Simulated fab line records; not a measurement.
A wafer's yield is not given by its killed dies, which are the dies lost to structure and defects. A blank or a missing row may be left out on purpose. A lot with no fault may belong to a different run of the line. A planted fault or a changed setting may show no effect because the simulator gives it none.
Which of the tools did it?	flow sky130	13 lots, 39 wafers sampled, at 6 steps of a route of 708

== WHAT EACH GAUGE READ, for each wafer ==
SKY_LDD_HVN_OVL_MEAS_07. Usual: for LDD_HVN_OVL the level is 0.0 nm and the standard deviation is 1.2.
lot	measured	on	LDD_HVN_OVL (nm)	flag
L545	day 19 17:44	overlay-01	0.5 0.1 -0.5	
L546	day 20 00:55	overlay-01	-1.2 -1.6 -1.0	
L547	day 21 03:59	overlay-01	-1.7 -0.9 -1.0	
L549	day 23 08:50	overlay-02	0.2 -0.4 0.6	
L550	day 23 09:47	overlay-01	-1.1 -1.2 -1.2	
L551	day 23 23:26	overlay-02	-2.7 0.2 -0.3	
L552	day 24 05:39	overlay-01	-0.5 0.2 2.1	
L554	day 24 05:49	overlay-01	2.1 0.1 1.4	
L555	day 24 06:53	overlay-01	-0.4 0.2 -0.9	
L560	day 26 18:25	overlay-02	-2.1 0.8 -1.4	
L563	day 27 04:49	overlay-02	2.6 1.9 1.7	
L562	day 27 08:38	overlay-02	-0.7 0.9 -0.1	
L567	day 28 05:39	overlay-02	0.0 0.5 -0.7	

SKY_SD_N_RS_MEAS_16: the measuring method here is four-point-probe. Usual: for SD_N_RS the level is 68.60 ohm/sq and the standard deviation is 0.11.
lot	measured	on	SD_N_RS (ohm/sq)	flag
L545	day 27 09:28	film_metro-01	68.59 68.70 68.56	
L546	day 27 12:51	film_metro-03	68.35 68.27 68.57	
L547	day 28 16:33	film_metro-03	68.60 68.67 68.65	
L549	day 30 15:59	film_metro-03	68.66 68.43 68.55	
L550	day 30 18:27	film_metro-01	68.59 68.55 68.59	
L551	day 31 04:32	film_metro-01	68.76 68.48 68.71	
L552	day 31 10:22	film_metro-02	68.74 68.67 68.47	
L554	day 31 14:29	film_metro-03	68.56 68.58 68.62	
L555	day 31 14:38	film_metro-01	68.70 68.68 68.60	
L560	day 33 21:08	film_metro-03	65.44 65.50 65.38	OFF
L563	day 34 07:04	film_metro-01	68.53 68.59 68.44	
L562	day 34 09:14	film_metro-01	65.31 65.52 65.24	OFF
L567	day 35 03:40	film_metro-02	68.41 68.71 68.47	

SKY_SD_N_RS_MEAS_17: the measuring method here is four-point-probe. Usual: for SD_P_RS the level is 147.1 ohm/sq and the standard deviation is 0.37.
lot	measured	on	SD_P_RS (ohm/sq)	flag
L545	day 27 09:35	film_metro-01	146.4 147.1 146.1	
L546	day 27 12:58	film_metro-03	146.9 146.9 146.5	
L547	day 28 16:40	film_metro-03	147.8 147.3 147.4	
L549	day 30 16:07	film_metro-03	147.5 146.9 146.9	
L550	day 30 18:34	film_metro-01	146.8 146.8 147.6	
L551	day 31 04:39	film_metro-01	147.7 147.8 147.9	
L552	day 31 10:29	film_metro-02	147.0 147.0 147.5	
L554	day 31 14:36	film_metro-03	147.1 147.4 147.3	
L555	day 31 14:45	film_metro-01	147.2 147.6 147.0	
L560	day 33 21:15	film_metro-03	132.3 132.2 132.1	OFF
L563	day 34 07:11	film_metro-01	146.7 147.0 146.8	
L562	day 34 09:21	film_metro-01	131.4 132.3 131.6	OFF
L567	day 35 03:47	film_metro-02	146.9 147.4 146.8	

SKY_LI_CONTACT_BOW_MEAS_03. Usual: for LI_CONTACT_BOW the level is 55 um and the standard deviation is 6.9.
lot	measured	on	LI_CONTACT_BOW (um)	flag
L545	day 27 10:19	film_metro-02	48 64 56	
L546	day 27 13:41	film_metro-03	63 51 52	
L547	day 28 17:23	film_metro-01	59 55 71	
L549	day 30 17:08	film_metro-01	39 50 62	
L550	day 30 19:20	film_metro-01	56 76 61	
L551	day 31 05:22	film_metro-02	50 50 57	
L552	day 31 11:13	film_metro-01	54 56 55	
L554	day 31 15:21	film_metro-03	57 56 57	
L555	day 31 15:39	film_metro-01	56 55 44	
L560	day 33 21:58	film_metro-01	63 68 53	
L563	day 34 07:55	film_metro-02	64 53 54	
L562	day 34 10:04	film_metro-01	54 57 59	
L567	day 35 04:30	film_metro-03	47 60 41	

SKY_LOCAL_INTERCONNECT_CD_MEAS_11: the cd target is 170 nm. Usual: 169.7 nm for cd_nm, sd 1.9.
lot	measured	on	cd_nm (nm)	flag
L545	day 29 21:25	cd_sem-02	169.6 168.9 169.5	
L546	day 29 23:46	cd_sem-01	171.3 172.6 171.5	
L547	day 31 03:13	cd_sem-02	172.2 170.5 171.4	
L549	day 33 01:32	cd_sem-02	171.0 171.6 171.5	
L550	day 33 03:23	cd_sem-02	168.2 168.3 170.4	
L551	day 33 12:05	cd_sem-02	171.3 170.7 169.6	
L552	day 33 19:43	cd_sem-01	167.7 167.1 167.1	
L554	day 33 21:59	cd_sem-02	169.4 167.8 166.8	
L555	day 33 22:20	cd_sem-01	166.9 166.5 167.1	
L560	day 36 04:32	cd_sem-02	169.6 170.8 170.1	
L563	day 36 14:37	cd_sem-01	171.0 170.6 172.3	
L562	day 36 15:38	cd_sem-02	170.5 171.3 171.0	
L567	day 37 10:05	cd_sem-01	169.3 172.2 169.2	

== EACH LOT AND THE TOOL THAT RAN IT (in order: tool; ch and the chambers of the sampled wafers; start) ==
lot	SKY_SD_N_RTA_14
L545	rtp_anneal-02 ch 0, day 27 09:18
L546	rtp_anneal-01 ch 0, day 27 12:40
L547	rtp_anneal-02 ch 0, day 28 16:19
L549	rtp_anneal-02 ch 0, day 30 15:49
L550	rtp_anneal-01 ch 0, day 30 18:17
L551	rtp_anneal-02 ch 0, day 31 04:21
L552	rtp_anneal-02 ch 0, day 31 10:11
L554	rtp_anneal-01 ch 0, day 31 14:19
L555	rtp_anneal-02 ch 0, day 31 14:27
L560	rtp_anneal-02 ch 0, day 33 20:58
L563	rtp_anneal-01 ch 0, day 34 06:53
L562	rtp_anneal-02 ch 0, day 34 09:03
L567	rtp_anneal-01 ch 0, day 35 03:28
- SKY_SD_N_RTA_14: time 2 s.

== AS READ BY THE TOOLS THEMSELVES (means over the sampled wafers that have a number; for cases with no such wafer, the mark the record gives instead) ==
SKY_SD_N_RTA_14. Usual: lamp_power_pct 15.74 %, standard deviation 0.054; wafer_temp_C_max 1078.2, standard deviation 1.4.
lot	tool	lamp_power_pct (%)	wafer_temp_C_max	flag
L545	rtp_anneal-02	15.75	1077.8	
L546	rtp_anneal-01	15.77	1078.6	
L547	rtp_anneal-02	15.68	1078.3	
L549	rtp_anneal-02	15.73	1078.9	
L550	rtp_anneal-01	15.69	1077.7	
L551	rtp_anneal-02	15.71	1080.0	
L552	rtp_anneal-02	15.79	1078.5	
L554	rtp_anneal-01	15.74	1077.6	
L555	rtp_anneal-02	15.73	1078.6	
L560	rtp_anneal-02	16.13	1096.2	OFF
L563	rtp_anneal-01	15.77	1077.3	
L562	rtp_anneal-02	16.09	1094.7	OFF
L567	rtp_anneal-01	15.73	1080.2	

== THE ANSWER, worked out from the rows above alone ==
Rule: lot off if the mean of its wafers having a number is beyond 3 standard deviations from the usual mean. A lot without any number at a reading at which 4 lots or more have one is off too. Where the step has rows for the other lots, those lots are counted as sound. After the gauges, taken in route order, come the tools' own readings; for these a lot's mean is taken, as printed above. At the first step where some lot is off, the reading lying furthest off is the one used; lots without a number count as furthest.
Off: at SKY_SD_N_RS_MEAS_16 (SD_N_RS), L560, L562.
If a tool, at a process step before that reading, ran all the lots that are off and no sound lot after the first of them, it fits. The gauges at SKY_SD_N_RS_MEAS_16 aren't tried: what is off there is off at SKY_SD_N_RTA_14 too, on other tools, and a gauge's error can't cause that. One fits: rtp_anneal-02 at SKY_SD_N_RTA_14. A fault onset in the window from L555 (day 31 14:27, its last sound lot) to L560 (day 33 20:58, its first lot off) fits.
The tool's own readings at SKY_SD_N_RTA_14 bear it out: on the lots that are off they differ by more than 5 times the standard deviation of the sound lots' means. lamp_power_pct reads 16.11 % there against 15.74 % on the sound lots; wafer_temp_C_max reads 1095.5 there against 1078.5 on the sound lots.

== WHAT HAD BEEN PUT IN BY THE SIMULATOR ==
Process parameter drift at SKY_SD_N_RTA_14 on rtp_anneal-02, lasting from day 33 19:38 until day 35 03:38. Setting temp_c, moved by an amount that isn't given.
Lots struck among those shown: L560, L562. This agrees with what the rule above found.
